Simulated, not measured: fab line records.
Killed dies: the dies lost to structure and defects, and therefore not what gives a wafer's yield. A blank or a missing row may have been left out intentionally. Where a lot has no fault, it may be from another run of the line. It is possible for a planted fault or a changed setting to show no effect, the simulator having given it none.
Struck lot and sound lot, side by side + flow sky130 + 16 out of 708 route steps
Sound: wafers L941.2, L941.3, L941.4. Wafers struck: L934.2, L934.5, L934.6. The cause is named last.
For every step that has rows: the tool of each side, followed by ch and its chambers, followed by its first start. Under that, the readings that differ: sound wafers + struck wafers + difference of the means + sigmas: that difference in standard deviations of wafers without a fault.
alike: readings with means less than 2 such deviations apart, plus words and numbers identical on both sides. not compared: withheld readings, readings lacking a value on some wafer, bounds such as >300 that could conceal the same value, and numbers that have no deviation in the record and whose values overlap.
A row with sigmas, a row that says differs or no value, or rows on one side alone: a step with any of these is where the two part. Non-overlapping numbers with no deviation appear without sigmas and do not part them. A reading missing from all wafers of one side parts the sides only when that side holds two or more wafers.

SKY_NWELL_RS_MEAS_29: measures by four-point-probe.
  sound: film_metro-04 at day 9 19:25; struck: film_metro-04 at day 8 00:37
  alike: NWELL_RS
SKY_NWELL_RS_MEAS_31: measures by four-point-probe.
  sound: film_metro-04 at day 9 19:39; struck: film_metro-04 at day 8 00:52
  alike: PWDE_RS
then, 7 steps without rows for these wafers: SKY_VT_ADJUST_HVTP_DEHYDRATE_00 (time 60 s); SKY_VT_ADJUST_HVTP_HMDS_01 (prime time 60 s); SKY_VT_ADJUST_HVTP_COAT_02 (resist thk 1140 nm); SKY_VT_ADJUST_HVTP_SOFTBAKE_03 (time 60 s); SKY_VT_ADJUST_HVTP_EXPOSE_04 (exposes mask HVTPM, target cd 380 nm); SKY_VT_ADJUST_HVTP_PEB_05; SKY_VT_ADJUST_HVTP_DEVELOP_06 (develop time 60 s).
SKY_VT_ADJUST_HVTP_CD_MEAS_07: the cd target is 380 nm.
  sound: cd_sem-02 at day 10 18:16; struck: cd_sem-01 at day 8 21:16
  alike: cd_nm
SKY_VT_ADJUST_HVTP_OVL_MEAS_08:
  sound: overlay-02 at day 10 18:22; struck: overlay-01 at day 8 21:22
  alike: VT_ADJUST_HVTP_OVL
SKY_VT_ADJUST_HVTP_IMPLANT_09:
  sound on implanter-03 ch 0, day 10 18:26; struck on implanter-01 ch 0, day 8 21:26
| reading                   | sound                | struck               | difference | sigmas      |
|---------------------------|----------------------|----------------------|------------|-------------|
| beam_energy_keV           | 150.03 149.99 150.03 | 135.86 135.94 135.93 | -14.11     | -99 or more |
| model.implant.rp_nm (nm)  | 84.38 84.38 84.38    | 79 79 79             | -5         |             |
| model.implant.drp_nm (nm) | 33.4 33.4 33.4       | 30.87 30.87 30.87    | -2.53      |             |
  alike: dose_ions_cm2, faraday_current_uA
SKY_VT_ADJUST_HVTP_STRIP_10: strips in O2/N2.
  sound on plasma_asher-03 ch 0,1, day 10 18:33; struck on plasma_asher-01 ch 0,1, day 8 21:33
  alike: drypump_motor_current_A, o2_flow_sccm, oes_product_au, strip_time_to_endpoint_s
  not compared: rf_hours_counter_h
SKY_VT_ADJUST_HVTP_TW_MEAS_11:
  sound: film_metro-04 at day 10 18:40; struck: film_metro-03 at day 8 21:40
| reading           | sound          | struck         | difference | sigmas |
|-------------------|----------------|----------------|------------|--------|
| VT_ADJUST_HVTP_TW | 1360 1369 1365 | 1325 1339 1318 | -37        | -6     |
then, 1 step without rows for these wafers: SKY_VT_ADJUST_LVTN_DEHYDRATE_00 (time 60 s).
-- the record jumps here: 40 days lie between the struck wafers' starts before and after (it left off in module VT_ADJUST_LVTN and takes up again in module PAD_OPEN, whose first step shown is number 708 of the route) --
SKY_PAD_OPEN_PROBE_99:
  sound: prober-02 at day 50 01:37; struck: prober-01 at day 48 16:58
| reading                                  | sound                | struck               | difference | sigmas |
|------------------------------------------|----------------------|----------------------|------------|--------|
| model.etest.tip_p.rs_ohm_sq              | 6835 6869 6850       | 6955 6970 7006       | +126       |        |
| model.etest.pfet_01v8.r_on_ohm_um        | 2850 2828 2774       | 2927 2898 2922       | +98        |        |
| model.etest.pfet_01v8.drive_ua_um        | 193.8 197.1 203.9    | 189.8 191.6 192.4    | -7.0       |        |
| model.etest.pfet_01v8_mvt.drive_ua_um    | 151.9 153.5 154.9    | 148.2 150 149.6      | -4.2       |        |
| model.etest.pfet_01v8_mvt.off_log10_a_um | -10.47 -10.47 -10.33 | -11.32 -11.25 -11.25 | -0.85      |        |
| model.etest.pfet_01v8.off_log10_a_um     | -9.475 -9.279 -8.979 | -10.26 -9.892 -9.987 | -0.80      |        |
  alike: killed_at_M0_to_M3, killed_at_M4_up, killed_at_contacts, killed_at_front_end, killed_at_other, killed_dies, killed_open, killed_short
  not compared: model.etest.pfet_01v8_hvt.drive_ua_um, model.etest.sram_pfet_latch.drive_ua_um

## WHERE THEY PART
At SKY_VT_ADJUST_HVTP_IMPLANT_09 first; at SKY_VT_ADJUST_HVTP_TW_MEAS_11 last (within this record only). Later steps at which nothing parts them and some readings are alike: SKY_PAD_OPEN_PROBE_99.

WHY: what had been put in by the simulator
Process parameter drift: implanter-01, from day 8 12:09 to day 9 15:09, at SKY_VT_ADJUST_HVTP_IMPLANT_09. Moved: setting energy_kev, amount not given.
